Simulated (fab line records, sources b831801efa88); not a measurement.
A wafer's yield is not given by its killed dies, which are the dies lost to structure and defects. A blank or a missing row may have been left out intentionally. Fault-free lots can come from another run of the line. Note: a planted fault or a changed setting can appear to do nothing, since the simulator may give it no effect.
fab line records	flow sky130
record lots=15	wafers=45	lastDay=50
route steps=708 shown METAL4@600 METAL5@676 PAD_OPEN@706
lots with no fault: from the same line, run without faults
startH: start of the lot's first displayed wafer, in hours after the record's first day	waitH: hours from the lot's prior step to this one	" same as the row above	L1.1+2: one row covering several wafers at once	- no value present, or no start provided	* or withheld: withheld	< > ~ a bound
route shown NAME@n: names a module that has steps shown in the file, with the first one's number in the route	usual: mean/standard deviation of fault-free wafers	same: alike in all rows	chamber/n: place in a boat	sites: each site's reading	_std_site: how widely they spread, as a standard deviation	_edge_site: the outer-site mean with the inner-site mean subtracted	radiusMm: how far each site lies from the wafer's centre	mask NAME#n: copy n	behind: the most recent tool/chamber to have shaped the wafer	hold: the reason the lot was held/the length of the hold in hours/how it ended	device: transistor that didn't switch, given as n, p or np	end of line: tests run on the same wafers once the route is complete	for a step that has no rows: nothing shown but its recipe	killed: count of dies lost to structure and defects at first sort (not the wafer's yield)	map: the dies of a wafer, with x for killed, . for not killed, _ for no die there
set.NAME: the setting the step ran with; set.NAME@STEP: the setting that earlier step ran with	model.NAME: the simulator's own value behind a step, which no gauge read
one table for each step of the route and one row for each wafer, over a sample of lots
services: from which hour (startH, from the record's first day; less than 0 if before it) a tool's chamber was out of use, for how many hours, and why
## steps
# step SKY_METAL4_SPUTTER_02
# recipe material=AlCu	targetThkNm=735	powerW=10600	timeS=39.1	chamberPressurePa=0.4
# usual throttleValvePct=30.2/0.75
# same timeS=39.1
lot.wafer	tool	chamber	startH	waitH	throttleValvePct
L195.1	pvdSputter-03	-	929.16	0.0	30.7
L195.3	"	-	"	"	29.7
L195.4	"	-	"	"	29.8
L197.1	pvdSputter-03	-	934.83	0.0	30.6
L197.3	"	-	"	"	29.9
L197.6	"	-	"	"	29.6
L198.1	pvdSputter-03	-	953.05	0.0	29.5
L198.5	"	-	"	"	29.8
L198.6	"	-	"	"	30.5
L199.2	pvdSputter-03	-	953.76	0.0	30.6
L199.3	"	-	"	"	29.9
L199.4	"	-	"	"	29.9
L200.2	pvdSputter-02	-	967.19	0.0	30.9
L200.3	"	-	"	"	29.0
L200.5	"	-	"	"	28.4
L202.1	pvdSputter-02	-	981.63	0.0	29.0
L202.3	"	-	"	"	31.0
L202.6	"	-	"	"	30.9
L203.1	pvdSputter-02	-	988.31	0.0	29.0
L203.4	"	-	"	"	29.0
L203.5	"	-	"	"	30.7
L204.3	pvdSputter-03	-	1000.81	0.0	30.4
L204.4	"	-	"	"	30.3
L204.5	"	-	"	"	30.5
L206.1	pvdSputter-04	-	1009.36	0.0	31.2
L206.4	"	-	"	"	30.2
L206.6	"	-	"	"	29.8
L208.2	pvdSputter-03	-	1030.49	0.0	30.7
L208.4	"	-	"	"	30.6
L208.6	"	-	"	"	29.9
L209.3	pvdSputter-03	-	1030.79	0.0	29.8
L209.4	"	-	"	"	29.6
L209.6	"	-	"	"	30.6
L210.1	pvdSputter-02	-	1041.82	0.0	28.7
L210.3	"	-	"	"	28.9
L210.5	"	-	"	"	30.5
L211.3	pvdSputter-04	-	1048.16	0.0	31.3
L211.5	"	-	"	"	31.3
L211.6	"	-	"	"	30.0
L214.1	pvdSputter-03	-	1061.75	0.0	30.6
L214.4	"	-	"	"	30.1
L214.5	"	-	"	"	30.9
L215.1	pvdSputter-02	-	1070.26	0.0	28.8
L215.3	"	-	"	"	29.1
L215.4	"	-	"	"	30.4
# step SKY_METAL4_SPUTTER_03
# recipe material=Ti	targetThkNm=5	powerW=3000	timeS=3.3	chamberPressurePa=0.4
# usual throttleValvePct=30.2/0.72
# same timeS=3.3
lot.wafer	tool	chamber	startH	waitH	throttleValvePct
L195.1	pvdSputter-03	-	929.20	0.0	30.8
L195.3	"	-	"	"	29.6
L195.4	"	-	"	"	30.1
L197.1	pvdSputter-03	-	934.87	0.0	30.8
L197.3	"	-	"	"	29.7
L197.6	"	-	"	"	30.0
L198.1	pvdSputter-03	-	953.09	0.0	29.6
L198.5	"	-	"	"	29.8
L198.6	"	-	"	"	30.7
L199.2	pvdSputter-03	-	953.79	0.0	30.8
L199.3	"	-	"	"	29.9
L199.4	"	-	"	"	29.9
L200.2	pvdSputter-02	-	967.23	0.0	30.5
L200.3	"	-	"	"	29.2
L200.5	"	-	"	"	28.8
L202.1	pvdSputter-02	-	981.67	0.0	29.2
L202.3	"	-	"	"	30.6
L202.6	"	-	"	"	30.9
L203.1	pvdSputter-02	-	988.35	0.0	28.8
L203.4	"	-	"	"	28.6
L203.5	"	-	"	"	30.6
L204.3	pvdSputter-03	-	1000.85	0.0	30.6
L204.4	"	-	"	"	30.6
L204.5	"	-	"	"	30.5
L206.1	pvdSputter-04	-	1009.40	0.0	31.4
L206.4	"	-	"	"	30.4
L206.6	"	-	"	"	29.8
L208.2	pvdSputter-03	-	1030.53	0.0	30.7
L208.4	"	-	"	"	30.4
L208.6	"	-	"	"	29.5
L209.3	pvdSputter-03	-	1030.83	0.0	29.8
L209.4	"	-	"	"	30.0
L209.6	"	-	"	"	30.7
L210.1	pvdSputter-02	-	1041.86	0.0	29.0
L210.3	"	-	"	"	28.9
L210.5	"	-	"	"	30.7
L211.3	pvdSputter-04	-	1048.20	0.0	31.2
L211.5	"	-	"	"	30.9
L211.6	"	-	"	"	29.8
L214.1	pvdSputter-03	-	1061.79	0.0	30.7
L214.4	"	-	"	"	29.9
L214.5	"	-	"	"	30.8
L215.1	pvdSputter-02	-	1070.30	0.0	28.9
L215.3	"	-	"	"	29.2
L215.4	"	-	"	"	30.6
# step SKY_METAL5_METAL_ETCH_15
# recipe targetDepthA=12600	stopOn=SiO2	overEtchFrac=0.2	timeS=252	chemistry=Cl2/BCl3	resistSidewallDeg=86	pressureMtorr=10	icpW=900	biasW=48.5	Cl2_flow_sccm=60	bcl3FlowSccm=30
# usual biasW=48.50/0.16	drypumpMotorCurrentA=5.74/0.17	oesProductAu=0.894/0.005	throttleValvePct=22.264/0.0087
# same timeS=252
lot.wafer	tool	chamber	startH	waitH	biasW	drypumpMotorCurrentA	oesProductAu	rfHoursCounterH	throttleValvePct
L195.1	rieMetal-02	1	1028.58	0.0	48.51	5.73	0.889	6	22.276
L195.3	"	0	"	"	48.42	5.49	0.890	-	22.265
L195.4	"	1	"	"	48.50	5.75	0.898	-	22.252
L197.1	rieMetal-02	0	1031.98	0.0	48.41	5.51	0.890	10	22.269
L197.3	"	1	"	"	48.54	5.76	0.892	-	22.259
L197.6	"	0	"	"	48.29	5.48	0.891	-	22.269
L199.2	rieMetal-03	1	1050.88	0.0	48.40	5.46	0.896	22	22.248
L199.3	"	0	"	"	48.35	5.93	0.885	-	22.255
L199.4	"	1	"	"	48.35	5.47	0.896	-	22.257
L198.1	rieMetal-02	0	1051.18	0.0	48.50	5.48	0.890	12	22.272
L198.5	"	1	"	"	48.67	5.74	0.892	-	22.275
L198.6	"	0	"	"	48.28	5.52	0.887	-	22.262
L200.2	rieMetal-02	1	1060.78	0.0	48.54	5.73	0.894	8	22.268
L200.3	"	0	"	"	48.36	5.48	0.892	-	22.248
L200.5	"	0	"	"	48.35	5.51	0.892	-	22.246
L202.1	rieMetal-04	1	1076.58	0.0	48.55	5.75	0.894	21	22.266
L202.3	"	0	"	"	48.85	5.88	0.895	-	22.263
L202.6	"	1	"	"	48.76	5.75	0.896	-	22.255
L203.1	rieMetal-04	0	1081.28	0.0	48.62	5.89	0.896	23	22.259
L203.4	"	0	"	"	48.66	5.91	0.900	-	22.266
L203.5	"	1	"	"	48.49	5.78	0.899	-	22.264
L204.3	rieMetal-02	1	1090.78	0.1	48.34	5.75	0.899	-	22.272
L204.4	"	0	"	"	48.35	5.46	0.889	-	22.268
L204.5	"	1	"	"	48.49	5.76	0.896	-	22.267
L206.1	rieMetal-03	1	1100.13	0.0	48.53	5.44	0.903	26	22.264
L206.4	"	0	"	"	48.39	5.90	0.884	-	22.272
L206.6	"	1	"	"	48.39	5.46	0.900	-	22.253
L208.2	rieMetal-03	0	1117.48	0.0	48.44	5.91	0.892	24	22.255
L208.4	"	0	"	"	48.45	5.90	0.899	-	22.265
L208.6	"	1	"	"	48.42	5.44	0.897	-	22.268
L209.3	rieMetal-02	0	1117.76	0.1	48.84	5.48	0.883	-	22.257
L209.4	"	1	"	"	48.60	5.76	0.896	-	22.254
L209.6	"	1	"	"	48.48	5.74	0.894	-	22.270
L210.1	rieMetal-04	1	1129.20	0.0	48.61	5.76	0.898	25	22.287
L210.3	"	0	"	"	48.59	5.91	0.899	-	22.270
L210.5	"	0	"	"	48.38	5.89	0.888	-	22.269
L211.3	rieMetal-04	0	1133.63	0.1	48.48	5.96	0.890	-	22.263
L211.5	"	1	"	"	48.25	5.76	0.900	-	22.263
L211.6	"	0	"	"	48.47	5.92	0.889	-	22.255
L214.1	rieMetal-02	1	1144.78	0.0	48.66	5.76	0.884	14	22.269
L214.4	"	1	"	"	48.33	5.77	0.898	-	22.254
L214.5	"	1	"	"	48.57	5.77	0.894	-	22.262
L215.1	rieMetal-03	0	1151.17	0.1	48.55	5.89	0.899	28	22.259
L215.3	"	0	"	"	48.38	5.89	0.890	-	22.251
L215.4	"	0	"	"	48.51	5.92	0.893	-	22.276
# step SKY_PAD_OPEN_ANNEAL_12
# recipe tempC=400	timeS=withheld	ambient=N2/H2	idleTempC=300	rampUpCPerMin=8	rampDownCPerMin=4
# usual rampUpCPerMin=8.0001/0.0015	spikeTcCentreC=400.5/1.1	spikeTcLowerC=400.3/0.99	spikeTcUpperC=398.9/0.9	tubeCenterTempC=400/0.036	tube_center_temp_C_max=401.01/0.16	zonePowerBottomPct=6.00/0.1
lot.wafer	tool	chamber	startH	waitH	rampUpCPerMin	spikeTcCentreC	spikeTcLowerC	spikeTcUpperC	tubeCenterTempC	tube_center_temp_C_max	zonePowerBottomPct
L195.1	furnace-02	0	1073.15	0.0	8.0015	399.9	400.3	397.4	400.02	401.07	5.98
L195.3	"	0	"	"	7.9999	402.8	400.6	399.7	400.01	401.01	5.91
L195.4	"	0	"	"	7.9978	401.9	399.5	398.1	400.02	401.06	5.84
L197.1	furnace-02	0	1076.96	0.0	7.9995	401.0	401.2	399.0	400.01	400.94	5.93
L197.3	"	0	"	"	7.9979	401.7	401.5	397.7	399.99	400.83	5.84
L197.6	"	0	"	"	8.0001	401.9	400.7	398.8	400.03	401.04	5.93
L199.2	furnace-01	0	1093.96	0.0	7.9998	399.9	401.4	399.0	399.92	400.92	6.07
L199.3	"	0	"	"	7.9986	399.8	400.6	396.8	399.97	401.00	6.14
L199.4	"	0	"	"	7.9990	397.9	401.8	397.7	400.04	400.92	6.03
L198.1	furnace-02	0	1094.90	0.0	7.9992	402.0	400.6	400.1	400.02	401.08	5.92
L198.5	"	0	"	"	7.9980	401.1	401.0	399.2	400.06	401.04	5.86
L198.6	"	0	"	"	7.9977	401.8	400.5	399.6	399.91	400.81	5.86
L200.2	furnace-01	0	1103.74	0.0	7.9996	398.4	402.5	399.3	400.06	401.12	6.15
L200.3	"	0	"	"	8.0014	399.5	398.8	399.7	399.96	401.21	6.07
L200.5	"	0	"	"	8.0019	401.2	401.1	398.8	399.95	400.85	6.18
L202.1	furnace-01	0	1118.51	0.0	8.0017	401.4	402.7	399.0	399.94	400.80	6.15
L202.3	"	0	"	"	8.0003	400.2	400.5	399.7	400.02	401.01	6.13
L202.6	"	0	"	"	8.0021	401.2	400.5	399.5	400.05	401.30	6.24
L203.1	furnace-02	0	1124.37	0.0	7.9993	400.6	400.6	400.3	399.98	401.00	5.97
L203.4	"	0	"	"	8.0006	400.5	400.3	398.0	400.02	400.85	5.90
L203.5	"	0	"	"	7.9980	402.5	400.0	398.0	400.01	401.09	5.87
L204.3	furnace-01	0	1132.87	0.0	7.9991	399.7	399.7	398.0	400.02	401.14	5.97
L204.4	"	0	"	"	8.0005	400.4	399.9	398.9	400	400.86	6.04
L204.5	"	0	"	"	8.0005	400.8	400.7	400.6	399.98	401.00	6.11
L206.1	furnace-01	0	1140.90	0.0	8.0007	399.5	397.8	396.2	397.28	398.29	5.97
L206.4	"	0	"	"	8.0010	397.7	398.6	397.8	397.19	398.02	5.91
L206.6	"	0	"	"	8.0012	397.5	397.0	396.2	397.23	398.13	6.10
L208.2	furnace-01	0	1155.85	0.0	8.0016	396.8	397.9	396.6	397.22	398.31	5.99
L208.4	"	0	"	"	7.9997	396.2	397.7	397.7	397.2	398.33	6.11
L208.6	"	0	"	"	8.0002	397.3	398.9	394.8	397.34	398.41	6.14
L209.3	furnace-02	0	1156.27	0.0	8.0004	402.4	399.6	399.2	399.98	400.94	5.94
L209.4	"	0	"	"	7.9989	400.8	400.8	399.2	400.02	400.94	5.89
L209.6	"	0	"	"	8.0019	403.1	398.3	400.2	399.98	400.90	5.89
L210.1	furnace-02	0	1166.66	0.0	7.9984	400.1	400.8	397.7	400	401.18	5.92
L210.3	"	0	"	"	8.0005	399.6	401.0	399.8	400.01	401.05	5.90
L210.5	"	0	"	"	7.9995	400.4	400.1	398.7	399.93	400.77	5.95
L211.3	furnace-01	0	1171.35	0.0	8.0009	395.9	397.6	396.5	397.21	398.16	6.08
L211.5	"	0	"	"	7.9999	396.9	395.9	395.3	397.18	398.49	5.98
L211.6	"	0	"	"	7.9985	395.6	398.5	398.2	397.21	398.08	6.10
L214.1	furnace-02	0	1180.79	0.0	7.9995	401.4	399.4	399.9	400	400.92	5.91
L214.4	"	0	"	"	8.0014	401.5	400.9	398.2	400.07	401.07	5.99
L214.5	"	0	"	"	7.9995	401.6	398.3	399.4	399.99	401.27	5.93
L215.1	furnace-02	0	1186.76	0.0	7.9973	400.5	401.3	398.9	399.92	400.85	5.95
L215.3	"	0	"	"	8.0012	399.9	400.4	399.8	400	400.97	5.99
L215.4	"	0	"	"	8.0028	400.4	402.1	398.1	399.98	401.13	5.90
## services
tool	chamber	startH	hours	kind
furnace-01	-	938.78	3.5	pm
pvdSputter-02	-	939.27	0.7	repair
furnace-02	-	945.77	3.2	pm
rieMetal-02	-	953.26	0.6	repair
furnace-02	-	960.52	4.0	pm
pvdSputter-03	-	980.56	1.7	repair
pvdSputter-03	-	981.29	2.4	repair
pvdSputter-02	-	995.28	26.8	repair
furnace-01	-	997.38	2.9	pm
pvdSputter-03	-	1007.04	9.2	repair
pvdSputter-03	-	1015.63	1.5	repair
furnace-02	-	1027.03	7.7	pm
furnace-01	-	1034.95	3.3	pm
rieMetal-02	1	1037.06	3.8	repair
pvdSputter-03	-	1065.68	2.2	repair
pvdSputter-03	-	1078.53	2.4	repair
pvdSputter-02	-	1080.98	1.0	repair
pvdSputter-03	-	1094.08	0.5	repair
rieMetal-02	1	1099.14	12.3	repair
furnace-02	-	1113.77	3.2	pm
rieMetal-02	1	1120.11	1.8	repair
rieMetal-02	-	1138.99	0.3	repair
furnace-01	-	1164.05	4.6	pm
pvdSputter-03	-	1170.06	2.9	repair
## key
firstSign step=SKY_PAD_OPEN_ANNEAL_12	reading=tubeCenterTempC	direction=down	sigmas=69	usual=*	struck=*
effect step=SKY_PAD_OPEN_ANNEAL_12	reading=tube_center_temp_C_max	direction=down	sigmas=18	usual=*	struck=*
metAt SKY_PAD_OPEN_ANNEAL_12
struckLots L206,L208,L211
sortLeftOut L211.3,L211.5,L211.6
notActingAt SKY_METAL4_SPUTTER_02,SKY_METAL4_SPUTTER_03,SKY_METAL5_METAL_ETCH_15
onsetBetween 1132.87 1140.90
fault kind=processParameterDrift	tool=furnace-01	chamber=-	onsetH=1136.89	steps=SKY_PAD_OPEN_ANNEAL_12	channel=tempC	offset=*	shape=step	endH=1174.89	actsIn=*	stated=*
# sortLeftOut: the simulated sort isn't trusted on such a fault, so these wafers' sort isn't shown, and their yield isn't known
